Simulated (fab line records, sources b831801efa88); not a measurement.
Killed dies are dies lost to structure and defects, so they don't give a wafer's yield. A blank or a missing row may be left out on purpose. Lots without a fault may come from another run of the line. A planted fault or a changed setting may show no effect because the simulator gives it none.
fab line records | flow gf180mcu
record lots=6 wafers=18 last_day=34
route steps=602 shown SAB@274 SALICIDE@278
lots that met no fault: from a run of the same line without faults
start_h: hours from the record's first day to the start of the lot's first wafer shown | wait_h: hours since the lot's step before | " the same as in the row above | L1.1+2: a row that stands for several wafers | - no value, or no start given | * or withheld: withheld | < > ~ a bound
route shown NAME@n: a module of which the file shows steps, and the number in the route of the first | usual: mean/standard deviation of fault-free wafers | same: alike in all rows | chamber/n: place in a boat | sites: the reading at each site | _std_site: their standard deviation | _edge_site: outer sites' mean less inner sites' | radius_mm: how far each site lies from the wafer's centre | mask NAME#n: copy n | behind: the tool/chamber that last shaped the wafer | hold: why the lot was held/for how many hours/how that ended | device: the transistor (n, p or np) that didn't switch | end of line: the same wafers' tests at the end of the route | a step without rows: its recipe alone | killed: dies lost to structure and defects at the first sort, not the wafer's yield | map: a wafer's dies, x killed, . not, _ none there
set.NAME: the setting as run; set.NAME@STEP: as run at that earlier step | model.NAME: the simulator's own value behind a step, which no gauge read
lots at some steps of the route; a table a step, a row a wafer
services: from which hour (start_h, from the record's first day; less than 0 if before it) a tool's chamber was out of use, for how many hours, and why
## steps
# step GF_SAB_OVL_MEAS_10
# usual SAB_OVL=0.2/1.3
# columns lot.wafer tool chamber start_h wait_h SAB_OVL[nm]
L115.3 overlay-01 - 409.73 0.1 -1.5
L115.4 " - " " 0.4
L115.6 " - " " -1.3
L116.1 overlay-01 - 410.01 0.1 -0.2
L116.5 " - " " 0.0
L116.6 " - " " 0.9
L118.2 overlay-01 - 423.59 0.1 3.6
L118.3 " - " " 0.9
L118.6 " - " " 0.8
L120.2 overlay-01 - 445.41 0.1 -0.2
L120.3 " - " " -1.0
L120.6 " - " " -2.7
L130.2 overlay-01 - 525.91 0.1 1.0
L130.3 " - " " 1.9
L130.6 " - " " -0.1
L131.1 overlay-01 - 528.90 0.1 1.4
L131.5 " - " " 0.3
L131.6 " - " " -1.3
# step GF_SAB_ETCH_11
# recipe chemistry=C4F8/O2/Ar mask_material=NOVOLAK target=SiO2 target_depth_nm=55 source_w=1500 bias_w=1200 pressure_mtorr=40 c4f8_flow_sccm=withheld O2_flow_sccm=6 Ar_flow_sccm=300 time_s=8.5
# usual oes_product_au=1.003/0.0085
# same time_s=8.5
# columns lot.wafer tool chamber start_h wait_h oes_product_au rf_hours_counter_h
L115.3 rie_diel-02 0 409.76 0.0 1.008 17
L115.4 " 3 " " 1.005 84
L115.6 " 1 " " 1.007 -
L116.1 rie_diel-04 2 410.04 0.0 0.992 1
L116.5 " 2 " " 1.003 -
L116.6 " 3 " " 1.005 -
L118.2 rie_diel-02 0 423.62 0.0 0.994 17
L118.3 " 2 " " 1.004 94
L118.6 " 1 " " 1.007 -
L120.2 rie_diel-04 1 445.44 0.0 1.005 90
L120.3 " 3 " " 1.009 7
L120.6 " 1 " " 1.000 -
L130.2 rie_diel-03 0 525.94 0.0 1.013 38
L130.3 " 2 " " 1.000 4
L130.6 " 1 " " 1.014 -
L131.1 rie_diel-03 2 528.93 0.0 1.000 4
L131.5 " 0 " " 0.991 -
L131.6 " 3 " " 0.995 -
# step GF_SAB_WET_ETCH_12
# recipe chemistry=dHF target_depth_nm=22 dry=n2_spin target=SiO2 temp_c=25 dilution=100:1 time_s=440
# step GF_SAB_STRIP_13
# recipe chemistry=O2/N2 power_w=1400 pressure_mtorr=1500 platen_temp_c=250 o2_flow_sccm=3000 n2_flow_sccm=300 overash_fraction=0.5
# usual drypump_motor_current_A=5.91/0.29 heater_power_w=333/22 oes_product_au=0.710/0.0048 strip_time_to_endpoint_s=12.61/0.036
# columns lot.wafer tool chamber start_h wait_h drypump_motor_current_A heater_power_w oes_product_au rf_hours_counter_h strip_time_to_endpoint_s
L115.3 plasma_asher-02 1 409.94 0.0 6.36 346 0.701 - 12.64
L115.4 " 0 " " 5.83 311 0.704 - 12.60
L115.6 " 1 " " 6.35 353 0.706 - 12.58
L116.1 plasma_asher-03 0 410.20 0.0 6.09 325 0.709 75 12.62
L116.5 " 0 " " 6.08 316 0.707 - 12.68
L116.6 " 1 " " 5.53 366 0.714 - 12.69
L118.2 plasma_asher-01 1 423.77 0.0 6.10 312 0.714 64 12.59
L118.3 " 0 " " 5.57 356 0.709 - 12.62
L118.6 " 1 " " 6.08 313 0.712 - 12.60
L120.2 plasma_asher-01 0 445.61 0.0 5.59 339 0.706 67 12.56
L120.3 " 1 " " 6.08 311 0.711 - 12.56
L120.6 " 1 " " 6.10 299 0.707 - 12.52
L130.2 plasma_asher-02 0 526.09 0.0 5.86 304 0.712 42 12.61
L130.3 " 1 " " 6.37 342 0.709 - 12.64
L130.6 " 1 " " 6.39 347 0.711 - 12.64
L131.1 plasma_asher-01 0 529.11 0.0 5.57 343 0.709 76 12.68
L131.5 " 0 " " 5.56 354 0.707 - 12.69
L131.6 " 1 " " 6.09 309 0.718 - 12.66
# step GF_SALICIDE_CLEAN_00
# recipe chemistry=SC1/SC2 mix=1:4:20 temp_c=70 time_s=150
# step GF_SALICIDE_WET_ETCH_01
# recipe chemistry=dHF target_depth_nm=5 dry=ipa_marangoni target=SiO2 temp_c=25 dilution=100:1 time_s=100
# step GF_SALICIDE_SPUTTER_02
# recipe material=Co target_thk_nm=10 power_w=1000 time_s=20 chamber_pressure_pa=0.4
# usual throttle_valve_pct=29.4/0.86
# same time_s=20
# columns lot.wafer tool chamber start_h wait_h throttle_valve_pct
L115.3 pvd_sputter-01 - 410.09 0.0 27.2
L115.4 " - " " 29.1
L115.6 " - " " 30.4
L116.1 pvd_sputter-02 - 410.38 0.0 30.6
L116.5 " - " " 28.6
L116.6 " - " " 29.7
L118.2 pvd_sputter-03 - 423.96 0.0 30.7
L118.3 " - " " 28.8
L118.6 " - " " 30.7
L120.2 pvd_sputter-03 - 445.79 0.0 29.0
L120.3 " - " " 28.8
L120.6 " - " " 30.4
L130.2 pvd_sputter-03 - 526.29 0.0 28.7
L130.3 " - " " 30.8
L130.6 " - " " 30.5
L131.1 pvd_sputter-01 - 529.30 0.0 30.5
L131.5 " - " " 28.7
L131.6 " - " " 29.4
# step GF_SALICIDE_SPUTTER_03
# recipe material=TiN target_thk_nm=20 power_w=6500 time_s=16.7 chamber_pressure_pa=0.4
# usual throttle_valve_pct=29.4/0.85
# same time_s=16.7
# columns lot.wafer tool chamber start_h wait_h throttle_valve_pct
L115.3 pvd_sputter-01 - 410.12 0.0 27.4
L115.4 " - " " 29.2
L115.6 " - " " 30.3
L116.1 pvd_sputter-02 - 410.41 0.0 30.5
L116.5 " - " " 28.8
L116.6 " - " " 29.9
L118.2 pvd_sputter-03 - 423.99 0.0 30.8
L118.3 " - " " 28.7
L118.6 " - " " 30.7
L120.2 pvd_sputter-03 - 445.82 0.0 28.8
L120.3 " - " " 28.6
L120.6 " - " " 30.8
L130.2 pvd_sputter-03 - 526.31 0.0 29.0
L130.3 " - " " 30.6
L130.6 " - " " 30.6
L131.1 pvd_sputter-01 - 529.32 0.0 30.3
L131.5 " - " " 28.9
L131.6 " - " " 29.2
# step GF_SALICIDE_RS_MEAS_04
# recipe thk_meas_gauge=four-point-probe reads=TiN_of_SALICIDE_SPUTTER_03+Co_of_SALICIDE_SPUTTER_02
# usual SALICIDE_TIN_RS=16.38/0.28
# columns lot.wafer tool chamber start_h wait_h SALICIDE_TIN_RS[ohm/sq]
L115.3 film_metro-03 - 410.19 0.1 16.18
L115.4 " - " " 16.53
L115.6 " - " " 16.75
L116.1 film_metro-02 - 410.44 0.0 16.88
L116.5 " - " " 16.55
L116.6 " - " " 16.80
L118.2 film_metro-03 - 424.04 0.0 16.50
L118.3 " - " " 16.20
L118.6 " - " " 16.04
L120.2 film_metro-04 - 445.87 0.0 15.87
L120.3 " - " " 16.49
L120.6 " - " " 16.18
L130.2 film_metro-03 - 526.36 0.0 15.85
L130.3 " - " " 15.96
L130.6 " - " " 16.13
L131.1 film_metro-02 - 529.35 0.0 16.59
L131.5 " - " " 16.42
L131.6 " - " " 16.51
# step GF_SALICIDE_THK_MEAS_05
# recipe thk_meas_gauge=xrf reads=TiN_of_SALICIDE_SPUTTER_03
# usual SALICIDE_TIN_THK=19.80/0.29
# columns lot.wafer tool chamber start_h wait_h SALICIDE_TIN_THK[nm]
L115.3 film_metro-03 - 410.29 0.1 19.99
L115.4 " - " " 20.11
L115.6 " - " " 20.13
L116.1 film_metro-02 - 410.56 0.1 20.33
L116.5 " - " " 20.22
L116.6 " - " " 20.15
L118.2 film_metro-03 - 424.15 0.1 19.85
L118.3 " - " " 19.98
L118.6 " - " " 19.75
L120.2 film_metro-04 - 445.98 0.1 19.60
L120.3 " - " " 19.48
L120.6 " - " " 19.57
L130.2 film_metro-03 - 526.47 0.1 19.69
L130.3 " - " " 19.74
L130.6 " - " " 19.45
L131.1 film_metro-02 - 529.47 0.1 19.84
L131.5 " - " " 19.97
L131.6 " - " " 20.16
# step GF_SALICIDE_RTA_06
# recipe temp_c=530 time_s=30 ambient=N2
# usual anneal_temp_c_max=532.8/0.55 chamber_o2_ppm=2.007/0.022 wafer_temp_C_max=532.9/1.2
# same lamp_power_pct=5.5 time_s=30
# columns lot.wafer tool chamber start_h wait_h anneal_temp_c_max chamber_o2_ppm wafer_temp_C_max
L115.3 rtp_anneal-02 0 410.36 0.1 532.6 2.045 532.1
L115.4 " 0 " " 532.5 2.034 532.4
L115.6 " 0 " " 533.2 2.013 531.7
L116.1 rtp_anneal-02 0 410.62 0.1 533.2 1.993 532.9
L116.5 " 0 " " 532.2 2.005 532.0
L116.6 " 0 " " 532.5 2.002 532.3
L118.2 rtp_anneal-02 0 424.21 0.1 533.5 1.962 531.9
L118.3 " 0 " " 532.8 1.955 532.1
L118.6 " 0 " " 532.4 1.965 532.7
L120.2 rtp_anneal-02 0 446.06 0.1 533.2 2.017 531.9
L120.3 " 0 " " 533.9 2.019 532.4
L120.6 " 0 " " 533.1 2.007 532.1
L130.2 rtp_anneal-02 0 526.54 0.1 534.0 2.014 531.6
L130.3 " 0 " " 533.4 2.008 531.5
L130.6 " 0 " " 533.2 2.021 531.3
L131.1 rtp_anneal-02 0 529.53 0.1 532.5 2.042 532.5
L131.5 " 0 " " 532.6 2.008 531.3
L131.6 " 0 " " 533.0 2.004 531.9
# step GF_SALICIDE_WET_ETCH_07
# recipe chemistry=SPM target_depth_nm=120 dry=n2_spin
# step GF_SALICIDE_RTA_08
# recipe temp_c=800 time_s=30 ambient=N2
# usual anneal_temp_c_max=804.2/0.77 chamber_o2_ppm=1.995/0.02 lamp_power_pct=16.2/0.86 time_s=30/0 wafer_temp_C_max=804.8/1.9
# columns lot.wafer tool chamber start_h wait_h anneal_temp_c_max chamber_o2_ppm lamp_power_pct time_s wafer_temp_C_max
L115.3 rtp_anneal-01 0 410.55 0.0 803.6 1.973 16.9 30 805.4
L115.4 " 0 " " 804.3 1.997 16.9 30 804.7
L115.6 " 0 " " 805.1 1.996 16.9 30 806.3
L116.1 rtp_anneal-01 0 410.81 0.0 804.2 1.979 16.9 30 806.1
L116.5 " 0 " " 805.3 1.991 16.9 30 805.3
L116.6 " 0 " " 803.3 1.984 16.9 30 806.8
L118.2 rtp_anneal-01 0 424.40 0.0 804.5 2.003 16.9 30 806.5
L118.3 " 0 " " 804.9 1.966 16.9 30 805.3
L118.6 " 0 " " 804.8 2.000 16.9 30 806.0
L120.2 rtp_anneal-01 0 446.35 0.0 804.9 1.967 16.9 30 804.2
L120.3 " 0 " " 805.4 1.968 16.9 30 806.5
L120.6 " 0 " " 802.9 1.993 16.9 30 805.1
L130.2 rtp_anneal-01 - 526.75 0.0 - - - - -
L130.3 " - " " - - - - -
L130.6 " - " " - - - - -
L131.1 rtp_anneal-01 - 529.73 0.0 - - - - -
L131.5 " - " " - - - - -
L131.6 " - " " - - - - -
## services
# columns tool chamber start_h hours kind
rie_diel-03 2 386.63 7.2 repair
rie_diel-03 - 386.98 0.3 repair
pvd_sputter-02 - 393.99 6.8 repair
rie_diel-04 3 415.88 14.5 repair
plasma_asher-03 - 421.25 9.0 pm
plasma_asher-03 0 421.25 9.0 vent_cycle
plasma_asher-03 1 421.25 9.0 vent_cycle
plasma_asher-03 - 439.29 10.7 repair
rtp_anneal-02 - 450.12 2.4 pm
rie_diel-02 - 461.28 0.1 repair
pvd_sputter-03 - 467.61 10.1 repair
rie_diel-03 3 477.12 - clean
rie_diel-03 3 477.12 18.7 scheduled_down
rie_diel-03 3 477.12 18.7 vent_cycle
rie_diel-02 2 493.77 - clean
rie_diel-02 2 493.77 17.5 scheduled_down
rie_diel-02 2 493.77 17.5 vent_cycle
pvd_sputter-01 - 497.76 3.2 repair
rie_diel-02 1 497.82 2.6 repair
pvd_sputter-02 - 508.32 3.8 repair
pvd_sputter-01 - 514.59 2.9 repair
rie_diel-04 1 522.99 - clean
rie_diel-04 1 522.99 18.4 scheduled_down
rie_diel-04 1 522.99 18.4 vent_cycle
## key
first_sign step=GF_SALICIDE_RTA_08 reading=tool_record direction=missing
effect none on later readings
met_at GF_SALICIDE_RTA_08
struck_wafers L130.2,L130.3,L130.6,L131.1,L131.5,L131.6
later_rows_left_out L130.2,L130.3,L130.6,L131.1,L131.5,L131.6
sort_left_out L130.2,L130.3,L130.6,L131.1,L131.5,L131.6
tester_left_out L130,L131
onset_between 446.35 526.75
fault kind=skipped_step_whole tool=rtp_anneal-01 chamber=- onset_h=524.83 steps=GF_SALICIDE_RTA_08 scope=struck_lots_only
# tester_left_out: of these lots the tester's yield and bins aren't shown, on N5 and GAA mostly nor the transistor test; their killed dies are dies lost to structure and defects alone, not to doping, threshold or leakage, so they don't give the yield
# sort_left_out: the simulated sort isn't trusted on such a fault, so these wafers' sort isn't shown, and their yield isn't known
# later_rows_left_out: the simulator's readings of these wafers behind a module that went badly wrong aren't trusted and aren't shown, but for the sort
